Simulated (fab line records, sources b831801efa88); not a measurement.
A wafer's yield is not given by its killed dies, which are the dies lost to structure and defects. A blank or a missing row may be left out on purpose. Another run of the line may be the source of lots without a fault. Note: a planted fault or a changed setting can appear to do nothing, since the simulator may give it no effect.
Struck lot and sound lot, side by side / flow sky130 / 16 out of 708 route steps
Sound: the wafers L742.2, L742.3, L742.5. The struck wafers were L735.3, L735.4, L735.6. The cause is given at the end.
Each step with rows lists, per side, the tool, then ch with its chambers, then its first start. Under that, the readings that differ: sound wafers / struck wafers / difference of the means / sigmas: that difference in standard deviations of wafers without a fault.
alike: a reading whose means differ by less than 2 such deviations, as well as words and numbers matching on both sides. not compared: withheld readings; readings where some wafer has no value; bounds like >300 that might hide an equal value; numbers whose values overlap and for which the record gives no deviation.
The two part at a step that has a row with sigmas, a row that says differs or no value, or rows on one side only. Non-overlapping numbers with no deviation appear without sigmas and do not part them. A reading missing from all wafers of one side parts the sides only when that side holds two or more wafers.

SKY_VIA3_CMP_02: polishes SiO2.
  sound on cmp-02 ch 0,1, day 42 21:13; struck on cmp-01 ch 0,1,2, day 40 15:19
  alike: motorCurrentA, slurryFlowMlMin
SKY_VIA3_BOW_MEAS_03:
  sound on filmMetro-02, day 42 21:32; struck on filmMetro-04, day 40 15:40
  alike: VIA3_BOW
then, 8 steps without rows for these wafers: SKY_VIA3_DEHYDRATE_04 (time 60 s); SKY_VIA3_HMDS_05 (prime time 60 s); SKY_VIA3_COAT_06 (resist thk 60 nm); SKY_VIA3_COAT_07 (resist thk 450 nm); SKY_VIA3_SOFTBAKE_08 (time 90 s); SKY_VIA3_EXPOSE_09 (exposes mask VIM3, target cd 200 nm); SKY_VIA3_PEB_10; SKY_VIA3_DEVELOP_11 (develop time 60 s).
SKY_VIA3_CD_MEAS_12: the cd target is 200 nm.
  sound on cdSem-01, day 43 20:43; struck on cdSem-02, day 41 15:43
  alike: cdNm
SKY_VIA3_OVL_MEAS_13:
  sound on overlay-01, day 43 20:49; struck on overlay-02, day 41 15:49
  alike: VIA3_OVL
SKY_VIA3_ETCH_14: etches BARC in N2/H2, stops on SiO2, time 45.9 s, target depth 60 nm.
  sound on rieDiel-02 ch 1,2,3, day 43 20:51; struck on rieDiel-03 ch 0,1,3, day 41 15:50
reading=oesProductAu (a.u.); sound=0.850 0.851 0.844; struck=1.024 0.998 0.985; difference=+0.154; sigmas=+31
reading=runLengthS (s); sound=73.4 74.4 74.8; struck=62.1 61.7 62.1; difference=-12.2; sigmas=-24
reading=model.KrF-thick_of_VIA3_COAT_07.thkNm (nm); sound=393.5 391 394.3; struck=401.3 404 403.4; difference=+10.0; sigmas=
reading=model.etch.depthNm (nm); sound=59.76 59.7 59.9; struck=58.64 57.08 54.73; difference=-2.97; sigmas=
  alike: drypumpMotorCurrentA, throttleValvePct
  not compared: rfHoursCounterH, model.VIA3.cdNm
SKY_VIA3_ETCH_15: etches SiO2 in C4F8/O2/Ar, stops on TiN, target depth 507 nm, time 78 s.
  sound on rieDiel-02 ch 1,2,3, day 43 20:53; struck on rieDiel-03 ch 0,1,3, day 41 15:53
reading=oesProductAu (a.u.); sound=0.930 0.942 0.946; struck=0.947 0.925 0.864; difference=-0.027; sigmas=-7
reading=model.KrF-thick_of_VIA3_COAT_07.thkNm (nm); sound=293.6 287.7 295.6; struck=296.5 301.3 304.9; difference=+8.6; sigmas=
  alike: runLengthS
  not compared: rfHoursCounterH
SKY_VIA3_STRIP_16: strips in O2/N2.
  sound on plasmaAsher-02 ch 0,1, day 43 20:57; struck on plasmaAsher-01 ch 0,1, day 41 15:58
reading=stripTimeToEndpointS (s); sound=4.15 4.10 4.19; struck=4.18 4.25 4.28; difference=+0.09; sigmas=+2
  alike: drypumpMotorCurrentA, oesProductAu
  not compared: rfHoursCounterH
then, 1 step without rows for these wafers: SKY_VIA3_STRIP_17 (strips in post etch residue remover, time 1200 s).

## WHERE THEY PART
Last at SKY_VIA3_STRIP_16 as far as this record goes, first at SKY_VIA3_ETCH_14.

WHY: what had been put in by the simulator
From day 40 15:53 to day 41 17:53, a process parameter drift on rieDiel-03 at SKY_VIA3_ETCH_14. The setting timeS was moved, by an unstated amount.
